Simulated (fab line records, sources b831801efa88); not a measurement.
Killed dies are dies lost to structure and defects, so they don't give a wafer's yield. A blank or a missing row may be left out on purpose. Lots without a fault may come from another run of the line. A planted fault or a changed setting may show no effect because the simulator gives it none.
fab line records | flow sky130
record lots=6 wafers=18 last_day=50
route steps=708 shown FIELD_ISO@7
lots that met no fault: from a run of the same line without faults
start_h: hours from the record's first day to the start of the lot's first wafer shown | wait_h: hours since the lot's step before | " the same as in the row above | L1.1+2: a row that stands for several wafers | - no value, or no start given | * or withheld: withheld | < > ~ a bound
route shown NAME@n: a module of which the file shows steps, and the number in the route of the first | usual: mean/standard deviation of fault-free wafers | same: alike in all rows | chamber/n: place in a boat | sites: the reading at each site | _std_site: their standard deviation | _edge_site: outer sites' mean less inner sites' | radius_mm: how far each site lies from the wafer's centre | mask NAME#n: copy n | behind: the tool/chamber that last shaped the wafer | hold: why the lot was held/for how many hours/how that ended | device: the transistor (n, p or np) that didn't switch | end of line: the same wafers' tests at the end of the route | a step without rows: its recipe alone | killed: dies lost to structure and defects at the first sort, not the wafer's yield | map: a wafer's dies, x killed, . not, _ none there
set.NAME: the setting as run; set.NAME@STEP: as run at that earlier step | model.NAME: the simulator's own value behind a step, which no gauge read
lots at some steps of the route; a table a step, a row a wafer
services: from which hour (start_h, from the record's first day; less than 0 if before it) a tool's chamber was out of use, for how many hours, and why
## steps
# step SKY_FIELD_ISO_HMDS_06
# recipe prime_time_s=60 prime_temp_c=120
# step SKY_FIELD_ISO_COAT_07
# recipe resist=BARC temp_c=withheld time_s=withheld spin_rpm=3000 resist_thk_nm=60
# step SKY_FIELD_ISO_COAT_08
# recipe resist=KrF-thick spin_rpm=3000 resist_thk_nm=450
# step SKY_FIELD_ISO_SOFTBAKE_09
# recipe temp_c=100 time_s=90 resist=KrF-thick
# step SKY_FIELD_ISO_EXPOSE_10
# recipe mask_id=FOM na=0.68 source_shape=annular sigma_inner=0.4 sigma_outer=0.8 target_cd_nm=150 dose_mj=28
# step SKY_FIELD_ISO_PEB_11
# recipe peb_temp_c=withheld peb_time_s=withheld resist=KrF-thick
# step SKY_FIELD_ISO_DEVELOP_12
# recipe develop_time_s=60 resist=KrF-thick dev_temp_c=21
# step SKY_FIELD_ISO_CD_MEAS_13
# recipe target_cd_nm=150
# usual cd_nm=150.3/1.3
# columns lot.wafer tool chamber start_h wait_h cd_nm
L418.2 cd_sem-01 - 59.08 - 150.2
L418.4 " - " " 151.7
L418.6 " - " " 150.5
L421.1 cd_sem-01 - 70.96 - 152.6
L421.3 " - " " 151.6
L421.4 " - " " 153.3
L422.1 cd_sem-01 - 75.24 - 148.8
L422.3 " - " " 150.1
L422.6 " - " " 149.7
L431.2 cd_sem-02 - 121.43 - 151.3
L431.3 " - " " 151.8
L431.6 " - " " 152.7
L434.4 cd_sem-02 - 137.35 - 149.9
L434.5 " - " " 149.7
L434.6 " - " " 149.6
L436.1 cd_sem-02 - 150.30 - 151.6
L436.4 " - " " 154.3
L436.6 " - " " 151.5
# step SKY_FIELD_ISO_ETCH_14
# recipe chemistry=N2/H2 target=BARC ion_energy_ev=200 source_w=500 bias_w=100 pressure_mtorr=30 n2_flow_sccm=100 h2_flow_sccm=200 stop_on=SiO2 time_s=45.9 target_depth_a=600
# usual bias_w=100.00/0.29 chamber_pressure_mTorr=29.999/0.027 drypump_motor_current_A=5.7/0.35 h2_flow_sccm=200.0/0.65 n2_flow_sccm=100.0/0.31 oes_product_au=0.856/0.0046 throttle_valve_pct=13.225/0.0088
# columns lot.wafer tool chamber start_h wait_h bias_w chamber_pressure_mTorr drypump_motor_current_A h2_flow_sccm n2_flow_sccm oes_product_au rf_hours_counter_h throttle_valve_pct
L418.2 rie_diel-03 1 59.18 0.1 99.65 29.973 5.4 201.1 100.2 0.859 4 13.229
L418.4 " 0 " " 99.87 30.071 5.6 199.7 100.3 0.862 5 13.220
L418.6 " 0 " " 99.78 29.968 5.6 200.7 100.1 0.846 - 13.246
L421.1 rie_diel-01 1 71.08 0.1 99.74 30.036 6.2 198.5 100.4 0.850 151 13.205
L421.3 " 2 " " 100.04 29.980 5.6 201.0 100.0 0.857 14 13.247
L421.4 " 3 " " 100.31 30.038 6.5 200.3 100.6 0.865 56 13.216
L422.1 rie_diel-03 0 75.36 0.1 99.58 29.973 5.6 200.3 99.8 0.855 5 13.246
L422.3 " 2 " " 100.32 30.047 5.4 201.2 99.9 0.847 118 13.235
L422.6 " 1 " " 100.06 30.042 5.4 200.2 99.9 0.858 - 13.238
L431.2 rie_diel-02 2 121.53 0.1 100.02 30.013 6.2 199.8 100.1 0.856 86 13.217
L431.3 " 1 " " 99.87 29.966 5.9 200.7 100.3 0.859 72 13.223
L431.6 " 1 " " 100.24 30.010 5.9 201.3 100.5 0.855 - 13.233
L434.4 rie_diel-03 2 137.41 0.0 100.54 29.974 5.4 200.3 99.8 0.855 119 13.212
L434.5 " 2 " " 100.55 29.983 5.4 200.3 99.8 0.852 - 13.226
L434.6 " 3 " " 100.44 29.961 5.5 198.9 99.6 0.851 - 13.238
L436.1 rie_diel-03 3 150.42 0.1 99.40 29.957 5.4 199.9 99.9 0.859 90 13.241
L436.4 " 0 " " 99.46 30.025 5.6 199.7 99.6 0.853 7 13.230
L436.6 " 2 " " 100.31 29.968 5.3 200.3 100.3 0.864 - 13.247
# step SKY_FIELD_ISO_ETCH_15
# recipe chemistry=CHF3/O2 target_depth_nm=180 stop_on=Si source_w=600 bias_w=200 pressure_mtorr=40 chf3_flow_sccm=50 O2_flow_sccm=5 time_s=72
# usual O2_flow_sccm=4.997/0.015 bias_w=200.0/0.58 drypump_motor_current_A=5.7/0.35 oes_product_au=0.942/0.0061 throttle_valve_pct=8.843/0.01
# columns lot.wafer tool chamber start_h wait_h O2_flow_sccm bias_w drypump_motor_current_A oes_product_au rf_hours_counter_h throttle_valve_pct
L418.2 rie_diel-03 1 59.23 0.0 4.994 200.4 5.4 0.938 4 8.840
L418.4 " 0 " " 4.993 200.1 5.6 0.944 5 8.832
L418.6 " 0 " " 5.030 200.0 5.6 0.933 - 8.838
L421.1 rie_diel-01 1 71.13 0.0 4.987 199.8 6.2 0.936 151 8.854
L421.3 " 2 " " 4.976 199.2 5.6 0.938 14 8.854
L421.4 " 3 " " 4.997 199.7 6.5 0.940 56 8.839
L422.1 rie_diel-03 0 75.40 0.0 4.974 199.2 5.6 0.945 5 8.857
L422.3 " 2 " " 5.021 200.4 5.4 0.950 118 8.841
L422.6 " 1 " " 4.986 200.8 5.4 0.950 - 8.841
L431.2 rie_diel-02 2 121.58 0.0 4.980 199.0 6.2 0.944 86 8.843
L431.3 " 1 " " 5.016 199.5 5.9 0.952 72 8.833
L431.6 " 1 " " 4.998 199.7 5.9 0.940 - 8.849
L434.4 rie_diel-03 2 137.45 0.0 5.018 200.6 5.4 0.948 119 8.841
L434.5 " 2 " " 5.042 201.1 5.4 0.952 - 8.849
L434.6 " 3 " " 4.982 200.3 5.4 0.940 - 8.857
L436.1 rie_diel-03 3 150.46 0.0 4.982 199.9 5.4 0.940 90 8.842
L436.4 " 0 " " 5.011 200.0 5.6 0.945 7 8.829
L436.6 " 2 " " 5.013 199.3 5.3 0.944 - 8.851
# step SKY_FIELD_ISO_STRIP_16
# recipe chemistry=O2/N2 power_w=1400 pressure_mtorr=1500 platen_temp_c=withheld o2_flow_sccm=3000 n2_flow_sccm=300 overash_fraction=0.5
# usual drypump_motor_current_A=5.6/0.44 n2_flow_sccm=300.0/0.84 oes_product_au=0.376/0.0044 strip_time_to_endpoint_s=3.541/0.021
# columns lot.wafer tool chamber start_h wait_h drypump_motor_current_A n2_flow_sccm oes_product_au rf_hours_counter_h strip_time_to_endpoint_s
L418.2 plasma_asher-04 0 59.28 0.0 6.3 300.1 0.379 24 3.523
L418.4 " 1 " " 5.2 299.8 0.378 - 3.493
L418.6 " 0 " " 6.3 300.6 0.385 - 3.562
L421.1 plasma_asher-02 1 71.18 0.0 5.5 299.9 0.374 39 3.537
L421.3 " 1 " " 5.5 299.0 0.372 - 3.517
L421.4 " 0 " " 5.2 300.8 0.380 - 3.509
L422.1 plasma_asher-04 1 75.46 0.0 5.2 297.8 0.373 26 3.526
L422.3 " 0 " " 6.3 300.5 0.376 - 3.535
L422.6 " 0 " " 6.3 301.4 0.377 - 3.550
L431.2 plasma_asher-03 0 121.63 0.0 6.0 299.9 0.371 44 3.542
L431.3 " 1 " " 6.0 301.5 0.379 - 3.505
L431.6 " 1 " " 6.0 300.7 0.375 - 3.513
L434.4 plasma_asher-04 1 137.54 0.1 5.2 299.9 0.380 - 3.552
L434.5 " 1 " " 5.2 299.1 0.376 - 3.544
L434.6 " 0 " " 6.3 299.0 0.373 - 3.556
L436.1 plasma_asher-04 1 150.52 0.0 5.2 299.2 0.385 34 3.594
L436.4 " 1 " " 5.2 300.0 0.376 - 3.593
L436.6 " 1 " " 5.2 298.6 0.382 - 3.576
# step SKY_FIELD_ISO_ETCH_17
# recipe target_depth_a=3420 mask_material=Si3N4 chemistry=HBr/Cl2/O2 target=Si taper_deg=5 icp_w=600 bias_w=150 pressure_mtorr=15 HBr_flow_sccm=150 Cl2_flow_sccm=40 O2_flow_sccm=6 time_s=97.7
# usual HBr_flow_sccm=150.0/0.43 O2_flow_sccm=5.999/0.019 drypump_motor_current_A=5.4/0.41 oes_product_au=1.004/0.0084 throttle_valve_pct=25.653/0.01
# columns lot.wafer tool chamber start_h wait_h HBr_flow_sccm O2_flow_sccm drypump_motor_current_A oes_product_au rf_hours_counter_h throttle_valve_pct
L418.2 rie_si-01 1 59.38 0.1 150.3 6.004 5.5 1.004 23 25.659
L418.4 " 0 " " 150.1 6.008 5.3 1.009 44 25.660
L418.6 " 2 " " 149.6 6.029 5.0 0.987 - 25.664
L421.1 rie_si-02 0 71.28 0.1 149.8 6.007 5.1 1.014 48 25.663
L421.3 " 1 " " 150.2 6.010 4.8 1.006 103 25.644
L421.4 " 2 " " 150.2 6.024 6.0 0.993 72 25.673
L422.1 rie_si-01 2 75.56 0.1 149.2 6.011 5.0 1.007 119 25.647
L422.3 " 1 " " 150.3 5.990 5.5 1.012 23 25.632
L422.6 " 2 " " 150.0 6.003 5.1 1.002 - 25.644
L431.2 rie_si-02 2 121.73 0.1 150.1 6.026 6.0 0.994 72 25.659
L431.3 " 1 " " 150.3 6.003 4.8 1.013 103 25.642
L431.6 " 2 " " 149.4 6.030 6.0 0.994 - 25.657
L434.4 rie_si-01 0 137.61 0.0 150.0 5.975 5.3 1.008 45 25.655
L434.5 " 2 " " 150.2 5.970 5.1 1.004 - 25.660
L434.6 " 3 " " 150.3 5.983 6.0 1.007 - 25.648
L436.1 rie_si-01 0 150.62 0.1 150.5 6.021 5.3 1.006 45 25.639
L436.4 " 2 " " 150.6 5.981 5.0 1.004 120 25.650
L436.6 " 3 " " 149.8 5.970 5.9 1.005 - 25.653
# step SKY_FIELD_ISO_WET_ETCH_18
# recipe chemistry=H3PO4 target_depth_nm=25 temp_c=160 target=Si3N4 time_s=286
# usual bath_guard_temp_C=160.3/0.53 bath_heat_duty_pct=27.0/2.5
# columns lot.wafer tool chamber start_h wait_h bath_guard_temp_C bath_heat_duty_pct model.Si3N4_of_FIELD_ISO_CVD_03.thk_nm
L418.2 wet_bench-02 0 59.45 0.0 160.3 27.5 125.2
L418.4 " 0 " " 160.4 31.6 124.6
L418.6 " 0 " " 160.3 27.5 123.2
L421.1 wet_bench-02 2 71.35 0.0 - - 146.4
L421.3 " 2 " " - - 147.5
L421.4 " 2 " " - - 147.4
L422.1 wet_bench-01 0 75.63 0.0 - - 149.9
L422.3 " 0 " " - - 149.2
L422.6 " 0 " " - - 151.3
L431.2 wet_bench-01 0 121.80 0.0 161.1 25.1 123.4
L431.3 " 0 " " 161.3 24.7 123.7
L431.6 " 0 " " 161.1 26.8 123.7
L434.4 wet_bench-03 0 137.68 0.0 159.8 30.3 124.5
L434.5 " 0 " " 160.0 26.4 124.7
L434.6 " 0 " " 160.2 29.7 124.5
L436.1 wet_bench-03 0 150.69 0.0 160.2 29.0 123.8
L436.4 " 0 " " 159.6 29.6 122
L436.6 " 0 " " 160.1 31.1 123.1
# step SKY_FIELD_ISO_CLEAN_19
# recipe chemistry=SC1/SC2 mix=1:4:20 temp_c=70 time_s=150
# step SKY_FIELD_ISO_CLEAN_20
# recipe chemistry=dHF time_s=20 dilution=100:1
# step SKY_FIELD_ISO_WET_ETCH_21
# recipe chemistry=dHF dilution=100:1 target_depth_nm=20 dry=ipa_marangoni target=SiO2 temp_c=25 time_s=400
# step SKY_FIELD_ISO_OXIDATION_22
# recipe temp_c=950 ambient=O2 stabilise_s=600 purge_s=300 target_thk_a=100 ox_time_s=623
# step SKY_FIELD_ISO_CVD_24
# recipe material=SiO2 target_thk_nm=595 temp_c=650 sigma_open_frac=0.3 time_s=99.2 sih4_flow_sccm=60 pressure_mtorr=6
# step SKY_FIELD_ISO_ANNEAL_26
# recipe temp_c=1000 time_s=1800 ambient=N2
# step SKY_FIELD_ISO_CMP_27
# recipe stop_on=Si3N4 t_overpolish_s=16 down_force_psi=4 platen_rpm=60 target_thk_nm=457.8 pad_velocity_m_s=0.94248
# usual motor_current_A=12.3/1.2 slurry_filter_dp_kPa=13.51/0.14
# columns lot.wafer tool chamber start_h wait_h motor_current_A slurry_filter_dp_kPa
L418.2 cmp-01 3 62.59 0.0 13.5 13.72
L418.4 " 2 " " 10.5 13.55
L418.6 " 0 " " 11.1 13.68
L421.3 cmp-01 3 74.85 0.0 13.6 13.40
L421.1 " 1 " " 12.9 13.60
L421.4 " 2 " " 10.7 13.67
L422.1 cmp-02 3 80.85 0.0 12.5 13.52
L422.3 " 1 " " 10.6 13.73
L422.6 " 0 " " 13.8 13.59
L431.2 cmp-02 3 126.43 0.0 12.2 13.64
L431.3 " 2 " " 12.1 13.75
L431.6 " 3 " " 11.6 13.37
L434.4 cmp-02 3 140.95 0.1 12.4 13.56
L434.5 " 2 " " 11.8 13.67
L434.6 " 3 " " 12.1 13.15
L436.1 cmp-01 2 153.83 0.0 11.1 13.26
L436.4 " 3 " " 14.2 13.54
L436.6 " 3 " " 14.2 13.42
# step SKY_FIELD_ISO_WET_ETCH_28
# recipe chemistry=dHF target_depth_nm=23.7 target=SiO2 dilution=10:1 temp_c=25 time_s=47
# usual bath_heat_duty_pct=6.2/0.74 run_length_s=75/3.2
# columns lot.wafer tool chamber start_h wait_h bath_heat_duty_pct run_length_s model.Si3N4_of_FIELD_ISO_CVD_03.thk_nm
L418.2 wet_bench-03 1 62.89 0.2 5.3 78 119.3
L418.4 " 1 " " 6.2 78 118.7
L418.6 " 1 " " 5.0 78 117.2
L421.1 wet_bench-03 3 75.15 0.1 5.9 80 140.4
L421.3 " 3 " " 6.3 80 141.5
L421.4 " 3 " " 7.1 80 141.4
L422.1 wet_bench-01 1 81.15 0.2 6.0 73 144
L422.3 " 1 " " 5.9 73 143.3
L422.6 " 1 " " 6.0 73 145.3
L431.2 wet_bench-01 2 126.73 0.2 6.4 73 117.4
L431.3 " 2 " " 5.9 73 117.7
L431.6 " 2 " " 6.1 73 117.8
L434.4 wet_bench-02 3 141.20 0.2 6.2 79 118.5
L434.5 " 3 " " 5.6 79 118.8
L434.6 " 3 " " 5.8 79 118.6
L436.1 wet_bench-01 1 154.13 0.2 5.3 74 117.8
L436.4 " 1 " " 5.7 74 116.1
L436.6 " 1 " " 5.4 74 117.1
# step SKY_FIELD_ISO_WET_ETCH_29
# recipe chemistry=H3PO4 target_depth_nm=160 target=Si3N4 temp_c=160 time_s=1825
## services
# columns tool chamber start_h hours kind
rie_si-02 - 40.14 28.1 pm
plasma_asher-04 - 49.80 4.0 pm
cmp-02 - 52.53 0.4 repair
rie_diel-01 - 54.07 2.8 pm
cmp-02 - 58.94 5.8 pm
cmp-02 - 64.76 4.0 pm
rie_si-01 - 68.29 0.2 repair
cmp-02 - 68.40 0.9 repair
cmp-02 - 68.76 - consumable_replace:conditioner
cmp-02 - 68.76 - consumable_replace:pad
rie_si-02 1 81.88 9.1 repair
rie_diel-01 3 88.03 6.7 repair
rie_diel-02 3 107.48 7.6 repair
cmp-02 - 113.76 0.4 repair
rie_si-02 3 114.17 8.1 repair
rie_diel-03 2 114.52 13.2 repair
wet_bench-03 - 121.43 1.0 repair
rie_diel-01 - 125.55 1.4 repair
plasma_asher-02 - 126.81 15.6 pm
rie_diel-02 0 147.71 9.2 repair
## key
first_sign step=SKY_FIELD_ISO_WET_ETCH_18 reading=tool_record direction=missing
effect none on later readings
model_effect step=SKY_FIELD_ISO_WET_ETCH_18 value=Si3N4_of_FIELD_ISO_CVD_03.thk_nm without=124 struck=148.6
model_effect step=SKY_FIELD_ISO_WET_ETCH_28 value=Si3N4_of_FIELD_ISO_CVD_03.thk_nm without=118.1 struck=142.7
met_at SKY_FIELD_ISO_WET_ETCH_18
struck_wafers L421.1,L421.3,L421.4,L422.1,L422.3,L422.6
later_rows_left_out L421.1,L421.3,L421.4,L422.1,L422.3,L422.6
sort_left_out L421.1,L421.3,L421.4,L422.1,L422.3,L422.6
tester_left_out L421,L422
onset_between 59.45 71.35
fault kind=skipped_step_whole tool=wet_bench-01,wet_bench-02 chamber=- onset_h=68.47 steps=SKY_FIELD_ISO_WET_ETCH_18 scope=struck_lots_only
# tester_left_out: of these lots the tester's yield and bins aren't shown, on N5 and GAA mostly nor the transistor test; their killed dies are dies lost to structure and defects alone, not to doping, threshold or leakage, so they don't give the yield
# sort_left_out: the simulated sort isn't trusted on such a fault, so these wafers' sort isn't shown, and their yield isn't known
# later_rows_left_out: the simulator's readings of these wafers behind a module that went badly wrong aren't trusted and aren't shown, but for the sort
